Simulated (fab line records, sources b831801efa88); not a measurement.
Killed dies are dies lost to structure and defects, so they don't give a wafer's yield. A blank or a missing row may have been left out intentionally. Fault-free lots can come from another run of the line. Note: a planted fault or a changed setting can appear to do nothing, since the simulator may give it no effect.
fab line records / flow sky130
[record] lots = 6 wafers = 18 last-day = 50
route steps=708 shown VT_ADJUST_HVTP@91 VT_ADJUST_LVTN@97
lots that met no fault: taken from a fault-free run of the same line
start-h: the number of hours between the record's first day and the start of the first shown wafer of the lot / wait-h: hours since the lot's step before / " identical to the entry in the row above / L1.1+2: several wafers, shown together as one row / - no value, or no start given / * or withheld: withheld / < > ~ a bound
route shown NAME@n: a module of which the file shows steps, and the number in the route of the first / usual: average and standard deviation across the fault-free wafers / same: alike in all rows / chamber/n: place in a boat / sites: the reading at each site / _std_site: how widely they spread, as a standard deviation / _edge_site: mean of outer sites minus mean of inner sites / radius-mm: how far each site lies from the wafer's centre / mask NAME#n: copy n / behind: tool/chamber where the wafer was last shaped / hold: reason for holding the lot/hours on hold/outcome of the hold / device: which transistor (n, p or np) failed to switch / end of line: tests run on the same wafers once the route is complete / a step given without rows: its recipe and nothing more / killed: at the first sort, the dies lost to defects and structure; wafer yield is something else / map: dies across one wafer; x = killed, . = not, _ = none there
set.NAME: the setting that was run; set.NAME@STEP: the one run at that earlier step / model.NAME: the simulator's own value behind a step, which no gauge read
lots at selected steps of the route; one table per step, one row per wafer
services: from which hour (start-h, from the record's first day; less than 0 if before it) a tool's chamber was out of use, for how many hours, and why
[[steps]]
[step SKY_VT_ADJUST_HVTP_DEVELOP_06]
[recipe] resist = NOVOLAK developer = TMAH develop-time-s = 60 dev-temp-c = 23
[step SKY_VT_ADJUST_HVTP_CD_MEAS_07]
[recipe] target-cd-nm = 380
[usual] cd-nm = 379.4/2.9
lot.wafer=L624.1 tool=cd-sem-02 chamber=- start-h=133.77 wait-h=0.1 cd-nm=383.9
lot.wafer=L624.2 tool=cd-sem-02 chamber=- start-h=133.77 wait-h=0.1 cd-nm=386.0
lot.wafer=L624.5 tool=cd-sem-02 chamber=- start-h=133.77 wait-h=0.1 cd-nm=383.3
lot.wafer=L628.3 tool=cd-sem-01 chamber=- start-h=157.11 wait-h=0.1 cd-nm=383.3
lot.wafer=L628.4 tool=cd-sem-01 chamber=- start-h=157.11 wait-h=0.1 cd-nm=382.7
lot.wafer=L628.5 tool=cd-sem-01 chamber=- start-h=157.11 wait-h=0.1 cd-nm=381.6
lot.wafer=L630.1 tool=cd-sem-02 chamber=- start-h=166.17 wait-h=0.1 cd-nm=376.5
lot.wafer=L630.3 tool=cd-sem-02 chamber=- start-h=166.17 wait-h=0.1 cd-nm=375.8
lot.wafer=L630.4 tool=cd-sem-02 chamber=- start-h=166.17 wait-h=0.1 cd-nm=377.2
lot.wafer=L639.1 tool=cd-sem-01 chamber=- start-h=236.34 wait-h=0.1 cd-nm=379.1
lot.wafer=L639.5 tool=cd-sem-01 chamber=- start-h=236.34 wait-h=0.1 cd-nm=376.6
lot.wafer=L639.6 tool=cd-sem-01 chamber=- start-h=236.34 wait-h=0.1 cd-nm=379.2
lot.wafer=L641.1 tool=cd-sem-02 chamber=- start-h=249.27 wait-h=0.1 cd-nm=375.8
lot.wafer=L641.2 tool=cd-sem-02 chamber=- start-h=249.27 wait-h=0.1 cd-nm=376.4
lot.wafer=L641.6 tool=cd-sem-02 chamber=- start-h=249.27 wait-h=0.1 cd-nm=376.8
lot.wafer=L643.1 tool=cd-sem-02 chamber=- start-h=260.92 wait-h=0.1 cd-nm=378.1
lot.wafer=L643.3 tool=cd-sem-02 chamber=- start-h=260.92 wait-h=0.1 cd-nm=376.7
lot.wafer=L643.4 tool=cd-sem-02 chamber=- start-h=260.92 wait-h=0.1 cd-nm=378.9
[step SKY_VT_ADJUST_HVTP_OVL_MEAS_08]
[usual] VT_ADJUST_HVTP_OVL = 0.5/1.3
lot.wafer=L624.1 tool=overlay-01 chamber=- start-h=133.89 wait-h=0.1 VT_ADJUST_HVTP_OVL[nm]=-1.9
lot.wafer=L624.2 tool=overlay-01 chamber=- start-h=133.89 wait-h=0.1 VT_ADJUST_HVTP_OVL[nm]=-0.5
lot.wafer=L624.5 tool=overlay-01 chamber=- start-h=133.89 wait-h=0.1 VT_ADJUST_HVTP_OVL[nm]=0.6
lot.wafer=L628.3 tool=overlay-01 chamber=- start-h=157.20 wait-h=0.1 VT_ADJUST_HVTP_OVL[nm]=2.0
lot.wafer=L628.4 tool=overlay-01 chamber=- start-h=157.20 wait-h=0.1 VT_ADJUST_HVTP_OVL[nm]=2.4
lot.wafer=L628.5 tool=overlay-01 chamber=- start-h=157.20 wait-h=0.1 VT_ADJUST_HVTP_OVL[nm]=1.4
lot.wafer=L630.1 tool=overlay-01 chamber=- start-h=166.29 wait-h=0.1 VT_ADJUST_HVTP_OVL[nm]=0.9
lot.wafer=L630.3 tool=overlay-01 chamber=- start-h=166.29 wait-h=0.1 VT_ADJUST_HVTP_OVL[nm]=0.4
lot.wafer=L630.4 tool=overlay-01 chamber=- start-h=166.29 wait-h=0.1 VT_ADJUST_HVTP_OVL[nm]=0.6
lot.wafer=L639.1 tool=overlay-02 chamber=- start-h=236.46 wait-h=0.1 VT_ADJUST_HVTP_OVL[nm]=2.3
lot.wafer=L639.5 tool=overlay-02 chamber=- start-h=236.46 wait-h=0.1 VT_ADJUST_HVTP_OVL[nm]=0.4
lot.wafer=L639.6 tool=overlay-02 chamber=- start-h=236.46 wait-h=0.1 VT_ADJUST_HVTP_OVL[nm]=1.5
lot.wafer=L641.1 tool=overlay-01 chamber=- start-h=249.39 wait-h=0.1 VT_ADJUST_HVTP_OVL[nm]=3.4
lot.wafer=L641.2 tool=overlay-01 chamber=- start-h=249.39 wait-h=0.1 VT_ADJUST_HVTP_OVL[nm]=1.1
lot.wafer=L641.6 tool=overlay-01 chamber=- start-h=249.39 wait-h=0.1 VT_ADJUST_HVTP_OVL[nm]=2.0
lot.wafer=L643.1 tool=overlay-02 chamber=- start-h=261.04 wait-h=0.1 VT_ADJUST_HVTP_OVL[nm]=0.5
lot.wafer=L643.3 tool=overlay-02 chamber=- start-h=261.04 wait-h=0.1 VT_ADJUST_HVTP_OVL[nm]=0.2
lot.wafer=L643.4 tool=overlay-02 chamber=- start-h=261.04 wait-h=0.1 VT_ADJUST_HVTP_OVL[nm]=1.2
[step SKY_VT_ADJUST_HVTP_IMPLANT_09]
[recipe] species = As energy-kev = 150 dose-cm2 = 4.3e+12 tilt-deg = withheld
[step SKY_VT_ADJUST_HVTP_STRIP_10]
[recipe] chemistry = O2/N2 power-w = 1400 pressure-mtorr = 1500 platen-temp-c = withheld o2-flow-sccm = 3000 n2-flow-sccm = 300 overash-fraction = 0.5
[usual] drypump-motor-current-A = 5.8/0.5 oes-product-au = 0.716/0.0047 strip-time-to-endpoint-s = 14.18/0.044
[same] overash-fraction = 0.5
lot.wafer=L624.1 tool=plasma-asher-01 chamber=1 start-h=134.07 wait-h=0.1 drypump-motor-current-A=5.6 oes-product-au=0.720 rf-hours-counter-h=46 strip-time-to-endpoint-s=14.19
lot.wafer=L624.2 tool=plasma-asher-01 chamber=0 start-h=134.07 wait-h=0.1 drypump-motor-current-A=6.7 oes-product-au=0.707 rf-hours-counter-h=46 strip-time-to-endpoint-s=14.11
lot.wafer=L624.5 tool=plasma-asher-01 chamber=0 start-h=134.07 wait-h=0.1 drypump-motor-current-A=6.7 oes-product-au=0.717 rf-hours-counter-h=- strip-time-to-endpoint-s=14.14
lot.wafer=L628.3 tool=plasma-asher-04 chamber=0 start-h=157.41 wait-h=0.1 drypump-motor-current-A=5.3 oes-product-au=0.712 rf-hours-counter-h=- strip-time-to-endpoint-s=14.19
lot.wafer=L628.4 tool=plasma-asher-04 chamber=1 start-h=157.41 wait-h=0.1 drypump-motor-current-A=5.3 oes-product-au=0.715 rf-hours-counter-h=- strip-time-to-endpoint-s=14.18
lot.wafer=L628.5 tool=plasma-asher-04 chamber=1 start-h=157.41 wait-h=0.1 drypump-motor-current-A=5.3 oes-product-au=0.718 rf-hours-counter-h=- strip-time-to-endpoint-s=14.19
lot.wafer=L630.1 tool=plasma-asher-01 chamber=0 start-h=166.47 wait-h=0.1 drypump-motor-current-A=6.7 oes-product-au=0.715 rf-hours-counter-h=49 strip-time-to-endpoint-s=14.20
lot.wafer=L630.3 tool=plasma-asher-01 chamber=1 start-h=166.47 wait-h=0.1 drypump-motor-current-A=5.7 oes-product-au=0.719 rf-hours-counter-h=- strip-time-to-endpoint-s=14.16
lot.wafer=L630.4 tool=plasma-asher-01 chamber=0 start-h=166.47 wait-h=0.1 drypump-motor-current-A=6.7 oes-product-au=0.726 rf-hours-counter-h=- strip-time-to-endpoint-s=14.27
lot.wafer=L639.1 tool=plasma-asher-04 chamber=1 start-h=236.65 wait-h=0.1 drypump-motor-current-A=5.3 oes-product-au=0.717 rf-hours-counter-h=43 strip-time-to-endpoint-s=14.22
lot.wafer=L639.5 tool=plasma-asher-04 chamber=1 start-h=236.65 wait-h=0.1 drypump-motor-current-A=5.3 oes-product-au=0.717 rf-hours-counter-h=- strip-time-to-endpoint-s=14.27
lot.wafer=L639.6 tool=plasma-asher-04 chamber=0 start-h=236.65 wait-h=0.1 drypump-motor-current-A=5.3 oes-product-au=0.712 rf-hours-counter-h=- strip-time-to-endpoint-s=14.26
lot.wafer=L641.1 tool=plasma-asher-01 chamber=0 start-h=249.57 wait-h=0.1 drypump-motor-current-A=6.7 oes-product-au=0.720 rf-hours-counter-h=57 strip-time-to-endpoint-s=14.26
lot.wafer=L641.2 tool=plasma-asher-01 chamber=1 start-h=249.57 wait-h=0.1 drypump-motor-current-A=5.7 oes-product-au=0.716 rf-hours-counter-h=57 strip-time-to-endpoint-s=14.19
lot.wafer=L641.6 tool=plasma-asher-01 chamber=0 start-h=249.57 wait-h=0.1 drypump-motor-current-A=6.7 oes-product-au=0.715 rf-hours-counter-h=- strip-time-to-endpoint-s=14.26
lot.wafer=L643.1 tool=plasma-asher-01 chamber=0 start-h=261.22 wait-h=0.1 drypump-motor-current-A=6.7 oes-product-au=0.718 rf-hours-counter-h=58 strip-time-to-endpoint-s=14.20
lot.wafer=L643.3 tool=plasma-asher-01 chamber=1 start-h=261.22 wait-h=0.1 drypump-motor-current-A=5.6 oes-product-au=0.713 rf-hours-counter-h=- strip-time-to-endpoint-s=14.19
lot.wafer=L643.4 tool=plasma-asher-01 chamber=0 start-h=261.22 wait-h=0.1 drypump-motor-current-A=6.7 oes-product-au=0.709 rf-hours-counter-h=- strip-time-to-endpoint-s=14.18
[step SKY_VT_ADJUST_HVTP_TW_MEAS_11]
[usual] VT_ADJUST_HVTP_TW = 1352/16
lot.wafer=L624.1 tool=film-metro-04 chamber=- start-h=134.17 wait-h=0.1 VT_ADJUST_HVTP_TW=1370
lot.wafer=L624.2 tool=film-metro-04 chamber=- start-h=134.17 wait-h=0.1 VT_ADJUST_HVTP_TW=1371
lot.wafer=L624.5 tool=film-metro-04 chamber=- start-h=134.17 wait-h=0.1 VT_ADJUST_HVTP_TW=1375
lot.wafer=L628.3 tool=film-metro-03 chamber=- start-h=157.49 wait-h=0.1 VT_ADJUST_HVTP_TW=1334
lot.wafer=L628.4 tool=film-metro-03 chamber=- start-h=157.49 wait-h=0.1 VT_ADJUST_HVTP_TW=1333
lot.wafer=L628.5 tool=film-metro-03 chamber=- start-h=157.49 wait-h=0.1 VT_ADJUST_HVTP_TW=1329
lot.wafer=L630.1 tool=film-metro-04 chamber=- start-h=166.57 wait-h=0.1 VT_ADJUST_HVTP_TW=1355
lot.wafer=L630.3 tool=film-metro-04 chamber=- start-h=166.57 wait-h=0.1 VT_ADJUST_HVTP_TW=1362
lot.wafer=L630.4 tool=film-metro-04 chamber=- start-h=166.57 wait-h=0.1 VT_ADJUST_HVTP_TW=1363
lot.wafer=L639.1 tool=film-metro-04 chamber=- start-h=236.75 wait-h=0.1 VT_ADJUST_HVTP_TW=1359
lot.wafer=L639.5 tool=film-metro-04 chamber=- start-h=236.75 wait-h=0.1 VT_ADJUST_HVTP_TW=1365
lot.wafer=L639.6 tool=film-metro-04 chamber=- start-h=236.75 wait-h=0.1 VT_ADJUST_HVTP_TW=1363
lot.wafer=L641.1 tool=film-metro-03 chamber=- start-h=249.67 wait-h=0.1 VT_ADJUST_HVTP_TW=1327
lot.wafer=L641.2 tool=film-metro-03 chamber=- start-h=249.67 wait-h=0.1 VT_ADJUST_HVTP_TW=1332
lot.wafer=L641.6 tool=film-metro-03 chamber=- start-h=249.67 wait-h=0.1 VT_ADJUST_HVTP_TW=1328
lot.wafer=L643.1 tool=film-metro-01 chamber=- start-h=261.32 wait-h=0.1 VT_ADJUST_HVTP_TW=1354
lot.wafer=L643.3 tool=film-metro-01 chamber=- start-h=261.32 wait-h=0.1 VT_ADJUST_HVTP_TW=1349
lot.wafer=L643.4 tool=film-metro-01 chamber=- start-h=261.32 wait-h=0.1 VT_ADJUST_HVTP_TW=1352
[step SKY_VT_ADJUST_LVTN_DEHYDRATE_00]
[recipe] temp-c = 200 time-s = 60
[step SKY_VT_ADJUST_LVTN_HMDS_01]
[recipe] prime-time-s = 60 prime-temp-c = 120
[step SKY_VT_ADJUST_LVTN_COAT_02]
[recipe] spin-rpm = 2000 resist-thk-nm = 3000
[step SKY_VT_ADJUST_LVTN_SOFTBAKE_03]
[recipe] temp-c = 110 time-s = withheld
[step SKY_VT_ADJUST_LVTN_EXPOSE_04]
[recipe] mask-id = NWM_COMPLEMENT_LESS_NATIVE na = 0.6 source-shape = conventional sigma-outer = 0.6 polarization = unpolarized target-cd-nm = 840 dose-mj = 194
[step SKY_VT_ADJUST_LVTN_PEB_05]
[recipe] temp-c = 115 time-s = withheld
[step SKY_VT_ADJUST_LVTN_DEVELOP_06]
[recipe] wall-angle-deg = 90 developer = TMAH develop-time-s = 60 dev-temp-c = 23
lot.wafer=L624.1+2+5 tool=litho-track-03 chamber=0 start-h=150 wait-h=-
lot.wafer=L628.3+4+5 tool=litho-track-04 chamber=0 start-h=177 wait-h=-
lot.wafer=L630.1+3+4 tool=litho-track-04 chamber=0 start-h=187 wait-h=-
lot.wafer=L639.1+5+6 tool=litho-track-03 chamber=0 start-h=260 wait-h=-
lot.wafer=L641.1+2+6 tool=litho-track-04 chamber=0 start-h=273 wait-h=-
lot.wafer=L643.1+3+4 tool=litho-track-03 chamber=0 start-h=285 wait-h=-
[step SKY_VT_ADJUST_LVTN_OVL_MEAS_07]
[usual] VT_ADJUST_LVTN_OVL = -0.1/1.4
lot.wafer=L624.1 tool=overlay-02 chamber=- start-h=150.24 wait-h=- VT_ADJUST_LVTN_OVL[nm]=0.4
lot.wafer=L624.2 tool=overlay-02 chamber=- start-h=150.24 wait-h=- VT_ADJUST_LVTN_OVL[nm]=-0.2
lot.wafer=L624.5 tool=overlay-02 chamber=- start-h=150.24 wait-h=- VT_ADJUST_LVTN_OVL[nm]=-2.5
lot.wafer=L628.3 tool=overlay-02 chamber=- start-h=177.96 wait-h=- VT_ADJUST_LVTN_OVL[nm]=-
lot.wafer=L628.4 tool=overlay-02 chamber=- start-h=177.96 wait-h=- VT_ADJUST_LVTN_OVL[nm]=-
lot.wafer=L628.5 tool=overlay-02 chamber=- start-h=177.96 wait-h=- VT_ADJUST_LVTN_OVL[nm]=-
lot.wafer=L630.1 tool=overlay-01 chamber=- start-h=187.75 wait-h=- VT_ADJUST_LVTN_OVL[nm]=-
lot.wafer=L630.3 tool=overlay-01 chamber=- start-h=187.75 wait-h=- VT_ADJUST_LVTN_OVL[nm]=-
lot.wafer=L630.4 tool=overlay-01 chamber=- start-h=187.75 wait-h=- VT_ADJUST_LVTN_OVL[nm]=-
lot.wafer=L639.1 tool=overlay-02 chamber=- start-h=260.34 wait-h=- VT_ADJUST_LVTN_OVL[nm]=1.4
lot.wafer=L639.5 tool=overlay-02 chamber=- start-h=260.34 wait-h=- VT_ADJUST_LVTN_OVL[nm]=1.1
lot.wafer=L639.6 tool=overlay-02 chamber=- start-h=260.34 wait-h=- VT_ADJUST_LVTN_OVL[nm]=1.2
lot.wafer=L641.1 tool=overlay-01 chamber=- start-h=273.70 wait-h=- VT_ADJUST_LVTN_OVL[nm]=-1.6
lot.wafer=L641.2 tool=overlay-01 chamber=- start-h=273.70 wait-h=- VT_ADJUST_LVTN_OVL[nm]=-0.2
lot.wafer=L641.6 tool=overlay-01 chamber=- start-h=273.70 wait-h=- VT_ADJUST_LVTN_OVL[nm]=0.8
lot.wafer=L643.1 tool=overlay-02 chamber=- start-h=285.69 wait-h=- VT_ADJUST_LVTN_OVL[nm]=1.7
lot.wafer=L643.3 tool=overlay-02 chamber=- start-h=285.69 wait-h=- VT_ADJUST_LVTN_OVL[nm]=1.6
lot.wafer=L643.4 tool=overlay-02 chamber=- start-h=285.69 wait-h=- VT_ADJUST_LVTN_OVL[nm]=1.5
[step SKY_VT_ADJUST_LVTN_IMPLANT_08]
[recipe] species = B energy-kev = 30 dose-cm2 = 1.57e+12 tilt-deg = withheld
[step SKY_VT_ADJUST_LVTN_STRIP_09]
[recipe] chemistry = O2/N2 power-w = 1400 pressure-mtorr = 1500 platen-temp-c = withheld o2-flow-sccm = 3000 n2-flow-sccm = 300 overash-fraction = 0.5
[usual] drypump-motor-current-A = 5.5/0.3 oes-product-au = 0.722/0.0046 strip-time-to-endpoint-s = 36.89/0.093
[same] overash-fraction = 0.5
lot.wafer=L624.1 tool=plasma-asher-03 chamber=0 start-h=150.43 wait-h=0.1 drypump-motor-current-A=6.1 oes-product-au=0.723 rf-hours-counter-h=44 strip-time-to-endpoint-s=36.84
lot.wafer=L624.2 tool=plasma-asher-03 chamber=1 start-h=150.43 wait-h=0.1 drypump-motor-current-A=5.2 oes-product-au=0.723 rf-hours-counter-h=44 strip-time-to-endpoint-s=36.95
lot.wafer=L624.5 tool=plasma-asher-03 chamber=0 start-h=150.43 wait-h=0.1 drypump-motor-current-A=6.1 oes-product-au=0.722 rf-hours-counter-h=- strip-time-to-endpoint-s=36.86
lot.wafer=L628.3 tool=plasma-asher-02 chamber=1 start-h=178.17 wait-h=0.1 drypump-motor-current-A=6.0 oes-product-au=0.728 rf-hours-counter-h=- strip-time-to-endpoint-s=36.96
lot.wafer=L628.4 tool=plasma-asher-02 chamber=0 start-h=178.17 wait-h=0.1 drypump-motor-current-A=5.8 oes-product-au=0.726 rf-hours-counter-h=- strip-time-to-endpoint-s=36.91
lot.wafer=L628.5 tool=plasma-asher-02 chamber=1 start-h=178.17 wait-h=0.1 drypump-motor-current-A=5.9 oes-product-au=0.718 rf-hours-counter-h=- strip-time-to-endpoint-s=36.93
lot.wafer=L630.1 tool=plasma-asher-03 chamber=1 start-h=187.94 wait-h=0.1 drypump-motor-current-A=5.3 oes-product-au=0.719 rf-hours-counter-h=48 strip-time-to-endpoint-s=36.97
lot.wafer=L630.3 tool=plasma-asher-03 chamber=0 start-h=187.94 wait-h=0.1 drypump-motor-current-A=6.0 oes-product-au=0.717 rf-hours-counter-h=- strip-time-to-endpoint-s=36.89
lot.wafer=L630.4 tool=plasma-asher-03 chamber=1 start-h=187.94 wait-h=0.1 drypump-motor-current-A=5.3 oes-product-au=0.723 rf-hours-counter-h=- strip-time-to-endpoint-s=36.88
lot.wafer=L639.1 tool=plasma-asher-04 chamber=0 start-h=260.53 wait-h=0.1 drypump-motor-current-A=5.4 oes-product-au=0.719 rf-hours-counter-h=46 strip-time-to-endpoint-s=36.87
lot.wafer=L639.5 tool=plasma-asher-04 chamber=0 start-h=260.53 wait-h=0.1 drypump-motor-current-A=5.3 oes-product-au=0.720 rf-hours-counter-h=- strip-time-to-endpoint-s=36.77
lot.wafer=L639.6 tool=plasma-asher-04 chamber=1 start-h=260.53 wait-h=0.1 drypump-motor-current-A=5.3 oes-product-au=0.728 rf-hours-counter-h=- strip-time-to-endpoint-s=36.83
lot.wafer=L641.1 tool=plasma-asher-03 chamber=1 start-h=273.89 wait-h=0.1 drypump-motor-current-A=5.3 oes-product-au=0.725 rf-hours-counter-h=56 strip-time-to-endpoint-s=36.89
lot.wafer=L641.2 tool=plasma-asher-03 chamber=0 start-h=273.89 wait-h=0.1 drypump-motor-current-A=6.0 oes-product-au=0.718 rf-hours-counter-h=56 strip-time-to-endpoint-s=36.93
lot.wafer=L641.6 tool=plasma-asher-03 chamber=1 start-h=273.89 wait-h=0.1 drypump-motor-current-A=5.3 oes-product-au=0.720 rf-hours-counter-h=- strip-time-to-endpoint-s=36.92
lot.wafer=L643.1 tool=plasma-asher-03 chamber=1 start-h=285.88 wait-h=0.1 drypump-motor-current-A=5.3 oes-product-au=0.719 rf-hours-counter-h=57 strip-time-to-endpoint-s=36.71
lot.wafer=L643.3 tool=plasma-asher-03 chamber=1 start-h=285.88 wait-h=0.1 drypump-motor-current-A=5.3 oes-product-au=0.723 rf-hours-counter-h=- strip-time-to-endpoint-s=36.77
lot.wafer=L643.4 tool=plasma-asher-03 chamber=0 start-h=285.88 wait-h=0.1 drypump-motor-current-A=6.1 oes-product-au=0.719 rf-hours-counter-h=- strip-time-to-endpoint-s=36.92
[step SKY_VT_ADJUST_LVTN_TW_MEAS_10]
[usual] VT_ADJUST_LVTN_TW = 241.5/1.5
lot.wafer=L624.1 tool=film-metro-02 chamber=- start-h=150.53 wait-h=0.1 VT_ADJUST_LVTN_TW=242.9
lot.wafer=L624.2 tool=film-metro-02 chamber=- start-h=150.53 wait-h=0.1 VT_ADJUST_LVTN_TW=242.4
lot.wafer=L624.5 tool=film-metro-02 chamber=- start-h=150.53 wait-h=0.1 VT_ADJUST_LVTN_TW=240.3
lot.wafer=L628.3 tool=film-metro-01 chamber=- start-h=178.26 wait-h=0.1 VT_ADJUST_LVTN_TW=29.9
lot.wafer=L628.4 tool=film-metro-01 chamber=- start-h=178.26 wait-h=0.1 VT_ADJUST_LVTN_TW=29.8
lot.wafer=L628.5 tool=film-metro-01 chamber=- start-h=178.26 wait-h=0.1 VT_ADJUST_LVTN_TW=30.0
lot.wafer=L630.1 tool=film-metro-01 chamber=- start-h=188.04 wait-h=0.1 VT_ADJUST_LVTN_TW=29.8
lot.wafer=L630.3 tool=film-metro-01 chamber=- start-h=188.04 wait-h=0.1 VT_ADJUST_LVTN_TW=29.7
lot.wafer=L630.4 tool=film-metro-01 chamber=- start-h=188.04 wait-h=0.1 VT_ADJUST_LVTN_TW=29.9
lot.wafer=L639.1 tool=film-metro-02 chamber=- start-h=260.63 wait-h=0.1 VT_ADJUST_LVTN_TW=241.9
lot.wafer=L639.5 tool=film-metro-02 chamber=- start-h=260.63 wait-h=0.1 VT_ADJUST_LVTN_TW=242.3
lot.wafer=L639.6 tool=film-metro-02 chamber=- start-h=260.63 wait-h=0.1 VT_ADJUST_LVTN_TW=243.1
lot.wafer=L641.1 tool=film-metro-04 chamber=- start-h=273.99 wait-h=0.1 VT_ADJUST_LVTN_TW=241.9
lot.wafer=L641.2 tool=film-metro-04 chamber=- start-h=273.99 wait-h=0.1 VT_ADJUST_LVTN_TW=242.7
lot.wafer=L641.6 tool=film-metro-04 chamber=- start-h=273.99 wait-h=0.1 VT_ADJUST_LVTN_TW=243.1
lot.wafer=L643.1 tool=film-metro-02 chamber=- start-h=285.98 wait-h=0.1 VT_ADJUST_LVTN_TW=241.8
lot.wafer=L643.3 tool=film-metro-02 chamber=- start-h=285.98 wait-h=0.1 VT_ADJUST_LVTN_TW=241.1
lot.wafer=L643.4 tool=film-metro-02 chamber=- start-h=285.98 wait-h=0.1 VT_ADJUST_LVTN_TW=242.1
[step SKY_VT_ADJUST_LVTN_DEHYDRATE_11]
[recipe] temp-c = 200 time-s = 60
[[services]]
tool=plasma-asher-02 chamber=0 start-h=117.75 hours=- kind=clean
tool=plasma-asher-02 chamber=1 start-h=117.75 hours=- kind=clean
tool=litho-track-03 chamber=- start-h=149.28 hours=- kind=consumable-replace:filter
tool=plasma-asher-01 chamber=- start-h=194.69 hours=4.2 kind=repair
tool=plasma-asher-04 chamber=- start-h=197.53 hours=2.8 kind=pm
tool=plasma-asher-03 chamber=- start-h=210.66 hours=1.0 kind=repair
tool=plasma-asher-03 chamber=- start-h=236.07 hours=2.6 kind=repair
[[key]]
[first-sign] step = SKY_VT_ADJUST_LVTN_OVL_MEAS_07 reading = VT_ADJUST_LVTN_OVL direction = missing
[effect] step = SKY_VT_ADJUST_LVTN_TW_MEAS_10 reading = VT_ADJUST_LVTN_TW direction = down sigmas = 99+ usual = 241.5 struck = 29.8
met-at SKY_VT_ADJUST_LVTN_DEVELOP_06
struck-wafers L628.3,L628.4,L628.5,L630.1,L630.3,L630.4
sort-left-out L628.3,L628.4,L628.5,L630.1,L630.3,L630.4
tester-left-out L628,L630
[fault] kind = process-parameter-drift tool = litho-track-04 chamber = - onset-h = 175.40 steps = SKY_VT_ADJUST_LVTN_DEVELOP_06 channel = develop-time-s offset = * shape = step end-h = 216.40 acts-in = * stated = *
// tester-left-out: of these lots the tester's yield and bins aren't shown, on N5 and GAA mostly nor the transistor test; their killed dies are dies lost to structure and defects alone, not to doping, threshold or leakage, so they don't give the yield
// sort-left-out: the simulated sort isn't trusted on such a fault, so these wafers' sort isn't shown, and their yield isn't known
